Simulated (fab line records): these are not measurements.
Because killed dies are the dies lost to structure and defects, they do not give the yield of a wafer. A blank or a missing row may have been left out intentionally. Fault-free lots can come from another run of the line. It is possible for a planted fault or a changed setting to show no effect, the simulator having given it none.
Which tool did it? + flow gf180mcu + 14 lots, 42 wafers sampled, at 4 steps of a route of 602

## WHAT THE GAUGES READ, wafer by wafer
GF_LVPWELL_TW_MEAS_11. Usual: LVPWELL_TW gives 564 (standard deviation 4.7).
| lot  | measured    | on            | LVPWELL_TW  | flag |
|------|-------------|---------------|-------------|------|
| L155 | day 4 03:50 | film metro-02 | 561 560 560 |      |
| L156 | day 4 08:19 | film metro-02 | 560 560 561 |      |
| L157 | day 4 14:29 | film metro-04 | 564 569 567 |      |
| L158 | day 4 20:35 | film metro-04 | 569 569 565 |      |
| L160 | day 5 09:31 | film metro-01 | 562 560 561 |      |
| L167 | day 6 22:44 | film metro-01 | 560 563 565 |      |
| L169 | day 7 11:23 | film metro-01 | 560 562 560 |      |
| L170 | day 7 14:19 | film metro-04 | 562 567 568 |      |
| L171 | day 7 20:10 | film metro-01 | 563 561 562 |      |
| L172 | day 8 02:38 | film metro-04 | 566 568 570 |      |
| L173 | day 8 07:31 | film metro-04 | 567 566 567 |      |
| L175 | day 8 17:52 | film metro-04 | 567 569 568 |      |
| L176 | day 9 01:11 | film metro-01 | 559 561 559 |      |
| L177 | day 9 05:58 | film metro-04 | 567 571 575 |      |

GF_DUAL_GATE_OVL_MEAS_11. Usual: DUAL_GATE_OVL gives 0.6 nm (standard deviation 1.6).
| lot  | measured     | on         | DUAL_GATE_OVL (nm) | flag |
|------|--------------|------------|--------------------|------|
| L155 | day 8 16:07  | overlay-02 | -0.2 -0.6 -0.2     |      |
| L156 | day 8 22:29  | overlay-02 | -2.0 -1.7 -1.2     |      |
| L157 | day 9 04:45  | overlay-02 | -0.9 -0.8 -1.0     |      |
| L158 | day 9 13:10  | overlay-01 | 0.4 2.4 1.5        |      |
| L160 | day 10 04:28 | overlay-01 | 2.6 4.0 2.8        |      |
| L167 | day 12 03:09 | overlay-01 | 0.9 1.8 2.1        |      |
| L169 | day 12 18:02 | overlay-02 | -0.6 0.5 -0.6      |      |
| L170 | day 12 20:18 | overlay-02 | 1.5 0.3 3.1        |      |
| L171 | day 13 04:47 | overlay-02 | -2.3 -3.1 -3.7     |      |
| L172 | day 13 14:05 | overlay-01 | 0.4 -1.7 -1.3      |      |
| L173 | day 13 20:02 | overlay-02 | 2.8 1.3 2.2        |      |
| L175 | day 14 11:05 | overlay-02 | 0.6 1.5 2.8        |      |
| L176 | day 14 22:24 | overlay-02 | 0.7 -0.1 1.5       |      |
| L177 | day 14 22:42 | overlay-01 | 2.4 2.8 2.9        |      |

GF_POLY_GATE_OVL_MEAS_11. Usual: POLY_GATE_OVL gives -5 nm (standard deviation 5.2).
| lot  | measured     | on         | POLY_GATE_OVL (nm) | flag |
|------|--------------|------------|--------------------|------|
| L155 | day 9 12:15  | overlay-02 | 2 -13 -7           |      |
| L156 | day 9 18:37  | overlay-02 | -6 -11 -9          |      |
| L157 | day 10 01:20 | overlay-02 | 5 -1 1             |      |
| L158 | day 10 10:49 | overlay-02 | -6 -1 0            |      |
| L160 | day 11 02:16 | overlay-02 | -9 -12 -17         |      |
| L167 | day 13 01:31 | overlay-01 | 1 3 -2             |      |
| L169 | day 13 17:08 | overlay-02 | 0 -5 1             |      |
| L170 | day 13 19:56 | overlay-01 | -10 -5 -12         |      |
| L171 | day 14 06:55 | overlay-01 | -6 -6 -4           |      |
| L172 | day 14 18:10 | overlay-02 | -3 1 4             |      |
| L173 | day 15 00:58 | overlay-01 | -12 -5 -5          |      |
| L175 | day 15 12:17 | overlay-01 | -9 -10 -8          |      |
| L176 | day 15 22:46 | overlay-02 | -13 -1 -4          |      |
| L177 | day 16 00:21 | overlay-01 | -2 -6 -4           |      |

## TOOL THAT RAN EACH LOT (tool first, then ch and the chambers of the sampled wafers, then the start)
| lot  | GF_DUAL_GATE_OXIDATION_02     |
|------|-------------------------------|
| L155 | furnace-02 ch 0, day 7 22:31  |
| L156 | furnace-01 ch 0, day 8 04:34  |
| L157 | furnace-01 ch 0, day 8 10:31  |
| L158 | furnace-01 ch 0, day 8 18:38  |
| L160 | furnace-01 ch 0, day 9 09:31  |
| L167 | furnace-02 ch 0, day 11 06:49 |
| L169 | furnace-02 ch 0, day 11 21:31 |
| L170 | furnace-01 ch 0, day 12 00:38 |
| L171 | furnace-01 ch 0, day 12 08:05 |
| L172 | furnace-01 ch 0, day 12 17:23 |
| L173 | furnace-02 ch 0, day 12 22:37 |
| L175 | furnace-01 ch 0, day 13 13:44 |
| L176 | furnace-01 ch 0, day 14 00:47 |
| L177 | furnace-01 ch 0, day 14 00:47 |
- GF_DUAL_GATE_OXIDATION_02: stabilise 600 s, purge 300 s, target thk 10.887 nm.

## AS READ BY THE TOOLS THEMSELVES (means over the sampled wafers that have a number; for cases with no such wafer, the mark the record gives instead)
GF_DUAL_GATE_OXIDATION_02. Usual: spike tc bottom C 917.4 C, standard deviation 1.4; spike tc centre C 901.1 C, standard deviation 1; spike tc lower C 901.3 C, standard deviation 0.85; spike tc upper C 899.0 C, standard deviation 0.99; tube center temp C 900.01 C, standard deviation 0.081; tube_center_temp_C_max 902.3, standard deviation 0.35; zone power centre pct 19.1 %, standard deviation 0.37; zone power lower pct 19.2 %, standard deviation 0.37.
| lot  | tool       | spike tc bottom C (C) | spike tc centre C (C) | spike tc lower C (C) | spike tc upper C (C) | tube center temp C (C) | tube_center_temp_C_max | zone power centre pct (%) | zone power lower pct (%) | flag |
|------|------------|-----------------------|-----------------------|----------------------|----------------------|------------------------|------------------------|---------------------------|--------------------------|------|
| L155 | furnace-02 | 916.6                 | 900.9                 | 901.3                | 899.4                | 899.98                 | 902.3                  | 18.7                      | 19.3                     |      |
| L156 | furnace-01 | 918.8                 | 901.6                 | 901.5                | 899.6                | 900.07                 | 902.4                  | 19.4                      | 18.9                     |      |
| L157 | furnace-01 | 917.8                 | 900.9                 | 901.4                | 900.3                | 900.02                 | 902.4                  | 19.3                      | 18.9                     |      |
| L158 | furnace-01 | 915.1                 | 897.8                 | 898.3                | 895.5                | 896.96                 | 898.8                  | 19.0                      | 18.7                     | OFF  |
| L160 | furnace-01 | 915.2                 | 897.7                 | 897.4                | 896.1                | 896.90                 | 898.9                  | 19.3                      | 18.9                     | OFF  |
| L167 | furnace-02 | 915.4                 | 900.7                 | 901.1                | 899.1                | 900.01                 | 902.3                  | 18.8                      | 19.6                     |      |
| L169 | furnace-02 | 915.4                 | 901.4                 | 901.8                | 898.6                | 900.05                 | 902.1                  | 18.6                      | 19.5                     |      |
| L170 | furnace-01 | 918.1                 | 901.8                 | 901.7                | 898.3                | 900.00                 | 901.9                  | 19.3                      | 19.0                     |      |
| L171 | furnace-01 | 917.7                 | 900.7                 | 900.8                | 899.7                | 899.94                 | 902.1                  | 19.2                      | 18.9                     |      |
| L172 | furnace-01 | 919.3                 | 900.0                 | 901.0                | 899.6                | 899.96                 | 902.3                  | 19.4                      | 18.9                     |      |
| L173 | furnace-02 | 915.7                 | 900.5                 | 901.5                | 898.6                | 900.01                 | 902.2                  | 18.6                      | 19.6                     |      |
| L175 | furnace-01 | 918.0                 | 901.2                 | 902.2                | 898.9                | 899.94                 | 902.4                  | 19.3                      | 18.8                     |      |
| L176 | furnace-01 | 918.7                 | 901.5                 | 902.9                | 898.9                | 900.08                 | 902.5                  | 19.4                      | 18.8                     |      |
| L177 | furnace-01 | 917.7                 | 900.7                 | 901.3                | 899.3                | 899.96                 | 902.4                  | 19.4                      | 19.0                     |      |

## THE ANSWER, worked out from the rows above alone
Rule: lot off if the mean of its wafers having a number is beyond 3 standard deviations from the usual mean. A lot without any number at a reading at which 4 lots or more have one is off too. Any other lot the step has rows for is counted as sound. First the gauges in route order, then the tools' own readings, where a lot's mean is used as printed above. The first step at which some lot is off is used, and at that step the reading that is off furthest; a lot without a number counts as furthest.
Off at GF_DUAL_GATE_OXIDATION_02 (tube center temp C): L158, L160.
A tool fits if, at that step or a process step before it, it ran every lot that is off, and no sound lot after the first of them. None of those tried fits.

## WHAT THE SIMULATOR HAD PUT IN
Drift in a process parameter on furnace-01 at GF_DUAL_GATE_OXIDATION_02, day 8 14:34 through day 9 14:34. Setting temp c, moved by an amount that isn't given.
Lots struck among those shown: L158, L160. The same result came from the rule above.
